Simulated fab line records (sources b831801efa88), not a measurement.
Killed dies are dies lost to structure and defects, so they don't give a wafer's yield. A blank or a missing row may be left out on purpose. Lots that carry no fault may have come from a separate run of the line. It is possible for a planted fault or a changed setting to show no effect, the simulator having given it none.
The tool behind it: which one? + flow sky130 + 13 lots, 37 wafers sampled, at 5 steps of a route of 708

## WHAT THE GAUGES READ, wafer by wafer
SKY_FIELD_ISO_THK_MEAS_25.
| lot  | measured    | on            | FIELD_ISO_CVD_24_THK (nm) |
|------|-------------|---------------|---------------------------|
| L868 | day 2 09:01 | film metro-02 | 591 590 594               |
| L869 | day 2 15:05 | film metro-01 | 593 592 597               |
| L872 | day 3 03:28 | film metro-01 | 583 592 589               |
| L873 | day 3 10:46 | film metro-04 | 599 592 598               |
| L874 | day 3 16:09 | film metro-02 | 582 588 586               |
| L877 | day 4 11:01 | film metro-01 | 595 595 596               |
| L878 | day 4 17:34 | film metro-01 | 589 592 595               |
| L881 | day 5 09:29 | film metro-04 | 594 592 599               |
| L886 | day 6 04:58 | film metro-04 | 586 586                   |
| L885 | day 6 05:19 | film metro-04 | 591 584                   |
| L887 | day 6 14:40 | film metro-01 | 596 598 595               |
| L890 | day 7 01:42 | film metro-02 | 588 593 583               |
| L891 | day 7 06:43 | film metro-04 | 584 586 586               |

SKY_NWELL_TW_MEAS_26.
| lot  | measured     | on            | NWELL_2_TW  |
|------|--------------|---------------|-------------|
| L868 | day 5 06:53  | film metro-01 | 503 500 498 |
| L869 | day 5 12:47  | film metro-01 | 500 503 497 |
| L872 | day 6 03:28  | film metro-02 | 497 500 500 |
| L873 | day 6 11:22  | film metro-02 | 495 497 495 |
| L874 | day 6 21:49  | film metro-02 | 499 498 498 |
| L877 | day 8 09:28  | film metro-02 | 499 498 496 |
| L878 | day 8 10:23  | film metro-01 | 496 498 499 |
| L881 | day 9 03:16  | film metro-01 | 499 498 498 |
| L886 | day 9 18:08  | film metro-03 | 468 503     |
| L885 | day 9 20:26  | film metro-02 | 462 500     |
| L887 | day 10 04:47 | film metro-03 | 501 502 499 |
| L890 | day 10 23:35 | film metro-02 | 497 496 495 |
| L891 | day 11 02:01 | film metro-03 | 501 502 503 |

SKY_VT_ADJUST_LVTN_OVL_MEAS_18.
| lot  | measured     | on         | VT_ADJUST_LVTN_01_OVL (nm) |
|------|--------------|------------|----------------------------|
| L868 | day 7 16:10  | overlay-01 | -0.4 -0.6 1.1              |
| L869 | day 7 21:52  | overlay-01 | 0.1 1.6 0.5                |
| L872 | day 8 16:37  | overlay-02 | -0.4 -0.4 0.6              |
| L873 | day 8 23:37  | overlay-01 | 0.8 0.8 3.2                |
| L874 | day 9 09:17  | overlay-01 | -1.0 1.2 -0.4              |
| L877 | day 11 01:53 | overlay-01 | -2.6 -3.0 -2.6             |
| L878 | day 11 02:10 | overlay-02 | 0.8 0.8 -0.2               |
| L881 | day 11 23:37 | overlay-01 | -0.4 -1.7 -2.8             |
| L886 | day 12 15:22 | overlay-01 | -3.1 -0.5                  |
| L885 | day 12 18:07 | overlay-01 | -1.9 -1.6                  |
| L887 | day 13 03:43 | overlay-02 | 0.3 2.1 1.3                |
| L890 | day 14 01:04 | overlay-01 | -1.6 -2.7 -3.0             |
| L891 | day 14 04:34 | overlay-02 | 0.6 -1.2 1.5               |

## WHAT TOOL EACH LOT RAN ON (gives the tool, then ch and the chambers of the sampled wafers, and finally the start)
| lot  | SKY_NWELL_STRIP_14                   | SKY_NWELL_IMPLANT_24            |
|------|--------------------------------------|---------------------------------|
| L868 | plasma asher-02 ch 0,1, day 4 14:35  | implanter-03 ch 0, day 5 06:38  |
| L869 | plasma asher-03 ch 1, day 4 20:13    | implanter-03 ch 0, day 5 12:32  |
| L872 | plasma asher-03 ch 0,1, day 5 10:31  | implanter-01 ch 0, day 6 03:13  |
| L873 | plasma asher-03 ch 0,1, day 5 16:23  | implanter-03 ch 0, day 6 11:07  |
| L874 | plasma asher-02 ch 0,1, day 6 01:35  | implanter-01 ch 0, day 6 21:35  |
| L877 | plasma asher-02 ch 0,1, day 7 12:28  | implanter-01 ch 0, day 8 09:16  |
| L878 | plasma asher-02 ch 0,1, day 7 13:44  | implanter-04 ch 0, day 8 10:08  |
| L881 | plasma asher-02 ch 0,1, day 8 07:16  | implanter-03 ch 0, day 9 03:01  |
| L886 | plasma asher-04 ch 0,1, day 8 21:17  | implanter-01 ch 0, day 9 17:53  |
| L885 | plasma asher-04 ch 0, day 8 22:49    | implanter-01 ch 0, day 9 20:11  |
| L887 | plasma asher-03 ch 0,1, day 9 06:38  | implanter-04 ch 0, day 10 04:32 |
| L890 | plasma asher-03 ch 0,1, day 10 00:44 | implanter-03 ch 0, day 10 23:20 |
| L891 | plasma asher-04 ch 1, day 10 02:56   | implanter-03 ch 0, day 11 01:46 |
- SKY_NWELL_STRIP_14: strips in O2/N2.
- SKY_NWELL_IMPLANT_24

## WHAT THE TOOLS THEMSELVES READ (means of the sampled wafers that have a number; where no wafer has one, the mark that the record gives instead)
SKY_NWELL_STRIP_14.
| lot  | tool            | drypump motor current A (A) | oes product au (a.u.) | strip time to endpoint s (s) |
|------|-----------------|-----------------------------|-----------------------|------------------------------|
| L868 | plasma asher-02 | 5.0                         | 0.721                 | 36.97                        |
| L869 | plasma asher-03 | 5.9                         | 0.723                 | 36.95                        |
| L872 | plasma asher-03 | 6.0                         | 0.723                 | 36.98                        |
| L873 | plasma asher-03 | 6.1                         | 0.722                 | 36.82                        |
| L874 | plasma asher-02 | 5.4                         | 0.725                 | 36.86                        |
| L877 | plasma asher-02 | 5.0                         | 0.718                 | 36.91                        |
| L878 | plasma asher-02 | 5.4                         | 0.723                 | 36.82                        |
| L881 | plasma asher-02 | 5.0                         | 0.723                 | 36.75                        |
| L886 | plasma asher-04 | 5.8                         | 0.723                 | 36.91                        |
| L885 | plasma asher-04 | 5.9                         | 0.720                 | 37.05                        |
| L887 | plasma asher-03 | 6.0                         | 0.719                 | 36.91                        |
| L890 | plasma asher-03 | 6.0                         | 0.725                 | 36.85                        |
| L891 | plasma asher-04 | 5.8                         | 0.727                 | 36.99                        |

SKY_NWELL_IMPLANT_24.
| lot  | tool         | beam energy keV |
|------|--------------|-----------------|
| L868 | implanter-03 | 139.95          |
| L869 | implanter-03 | 140.05          |
| L872 | implanter-01 | 140.01          |
| L873 | implanter-03 | 139.93          |
| L874 | implanter-01 | 140.01          |
| L877 | implanter-01 | 139.99          |
| L878 | implanter-04 | 139.98          |
| L881 | implanter-03 | 139.97          |
| L886 | implanter-01 | 140.00          |
| L885 | implanter-01 | 140.06          |
| L887 | implanter-04 | 140.02          |
| L890 | implanter-03 | 140.01          |
| L891 | implanter-03 | 139.99          |

## THE ANSWER, worked out from the rows above alone
Rule: the lots themselves supply what counts as usual. Put in order of their means at a reading, lots are off if they are a third of the lots or fewer, leave a main group of 4 or more, and stand apart from it by a gap of 3 or more times the standard deviation of the main group's means; of several such gaps the widest counts. The tables above print the reading to a certain number of digits; a main group whose means all agree to those digits is not used. A lot without any number at a reading at which 4 lots or more have one is off too. The other lots that the step has rows for count as sound. After the gauges, taken in route order, come the tools' own readings; for these a lot's mean is taken, as printed above. The first step at which some lot is off is used, and at that step the reading that is off furthest; a lot without a number counts as furthest.
Off: at SKY_NWELL_TW_MEAS_26 (NWELL_2_TW), L886, L885. The main group has a mean of 499 with a standard deviation of 1.9.
If a tool, at a process step before that reading, ran all the lots that are off and no sound lot after the first of them, it fits. Gauges at SKY_NWELL_TW_MEAS_26: tried the same way as those tools. One fits: implanter-01 at SKY_NWELL_IMPLANT_24. Its last sound lot is L877 (day 8 09:16), its first lot that is off L886 (day 9 17:53): a fault that began between those two fits.

## WHAT THE SIMULATOR HAD INSERTED
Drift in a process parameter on implanter-01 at SKY_NWELL_IMPLANT_24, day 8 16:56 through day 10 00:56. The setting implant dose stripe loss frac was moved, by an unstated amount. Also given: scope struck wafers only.
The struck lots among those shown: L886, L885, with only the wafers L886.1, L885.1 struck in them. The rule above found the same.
